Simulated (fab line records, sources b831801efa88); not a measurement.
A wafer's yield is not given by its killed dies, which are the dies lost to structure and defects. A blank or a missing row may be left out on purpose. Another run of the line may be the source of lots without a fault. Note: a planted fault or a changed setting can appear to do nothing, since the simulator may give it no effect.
One fault through the eyes of 2 desks || flow gf180mcu || numbers are kept per desk, each desk with only its own; the story behind them comes last

== AT THE TOOL OWNER'S DESK: cmp-02 ==
The tool's own readings at GF_V2_CMP_26 (polishes, stops on SiO2, t overpolish 15 s, target thk 0 nm): means of the sampled wafers that have a number, for each lot that ran on this tool. Any lot whose mean is over 4 standard deviations away from the usual mean is out of limits and marked OUT; that distance is given in the brackets.
Columns: A = motorCurrentA at GF_V2_CMP_26, usual 11.5 A; B = overpolishRunS at GF_V2_CMP_26, usual 15.000 s; C = platenRpm at GF_V2_CMP_26, usual 60.00 rpm; D = timeToEndpointS at GF_V2_CMP_26, usual 86 s
{"lot": "L797", "first seen here": "day 20 07:38", "A": 11.0, "B": 14.993, "C": 59.98, "D": 83}
{"lot": "L803", "first seen here": "day 22 08:24", "A": 10.0, "B": 15.009, "C": 60.02, "D": 86}
{"lot": "L802", "first seen here": "day 22 10:45", "A": 8.7, "B": 14.999, "C": 60.01, "D": 82}
{"lot": "L808", "first seen here": "day 23 23:01", "A": 10.1, "B": 14.996, "C": "66.03 (+99 or more) OUT", "D": 74}
{"lot": "L809", "first seen here": "day 24 10:37", "A": 10.3, "B": 15.013, "C": "65.98 (+99 or more) OUT", "D": 75}
{"lot": "L810", "first seen here": "day 24 18:08", "A": 10.0, "B": 14.997, "C": "66.00 (+99 or more) OUT", "D": 78}
{"lot": "L816", "first seen here": "day 26 23:47", "A": 11.4, "B": 15.003, "C": 60.00, "D": 83}
{"lot": "L818", "first seen here": "day 27 15:29", "A": 9.9, "B": 14.997, "C": 59.97, "D": 87}
This desk's verdict: out of limits on L808, L809, L810, starting with L808 at day 23 23:01 (platenRpm at GF_V2_CMP_26). In limits: L797, L803, L802, L816, L818.

== FROM THE METROLOGY DESK ==
Lot by lot, what the gauges showed, no matter which tool ran the lot: averages of those sampled wafers that carry a number. Any lot whose mean is over 4 standard deviations away from the usual mean is out of limits and marked OUT; that distance is given in the brackets.
Columns: A = M2_ALCU_THK at GF_M2_THK_MEAS_06, usual 454 nm; B = V2_BOW at GF_V2_BOW_MEAS_05, usual 99 um; C = M3_ALCU_THK at GF_M3_THK_MEAS_06, usual 455 nm
{"lot": "L797", "first seen here": "day 18 04:37", "A": 453, "B": 99, "C": 456}
{"lot": "L798", "first seen here": "day 19 07:32", "A": 446, "B": 100, "C": 450}
{"lot": "L800", "first seen here": "day 19 17:02", "A": 456, "B": 97, "C": 460}
{"lot": "L803", "first seen here": "day 20 07:17", "A": 453, "B": 98, "C": 456}
{"lot": "L802", "first seen here": "day 20 07:44", "A": 458, "B": 95, "C": 456}
{"lot": "L808", "first seen here": "day 21 23:44", "A": 448, "B": 106, "C": 459}
{"lot": "L809", "first seen here": "day 22 11:31", "A": 454, "B": 105, "C": 457}
{"lot": "L810", "first seen here": "day 22 19:41", "A": 466, "B": 98, "C": 461}
{"lot": "L815", "first seen here": "day 24 17:10", "A": 452, "B": 100, "C": 451}
{"lot": "L816", "first seen here": "day 25 01:36", "A": 445, "B": 102, "C": 458}
{"lot": "L817", "first seen here": "day 25 08:53", "A": 455, "B": 110, "C": 454}
{"lot": "L818", "first seen here": "day 25 19:14", "A": 452, "B": 99, "C": 452}
{"lot": "L819", "first seen here": "day 25 19:32", "A": 448, "B": 91, "C": 463}
{"lot": "L820", "first seen here": "day 26 02:33", "A": 457, "B": 100, "C": 456}
Result from this desk: across the 14 lots, nothing is out of limits.

== BROUGHT TOGETHER ==
An alarm could have come from the tool owner's desk at day 23 23:01, on L808, L809, L810.
The metrology desk saw nothing out of limits.
The metrology desk has L808, L809, L810 on record, within its limits.
All the named lots went through GF_V2_CMP_26 on cmp-02.

== WHAT HAD BEEN PUT IN BY THE SIMULATOR ==
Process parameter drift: cmp-02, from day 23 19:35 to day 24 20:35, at GF_V2_CMP_26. The setting platenRpm was moved by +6, starting from 60. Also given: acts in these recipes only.
Shown lots that were struck: L808, L809, L810.
How many hours passed from the start of the fault until each desk's first out-of-limits reading: the tool owner's desk, 3.
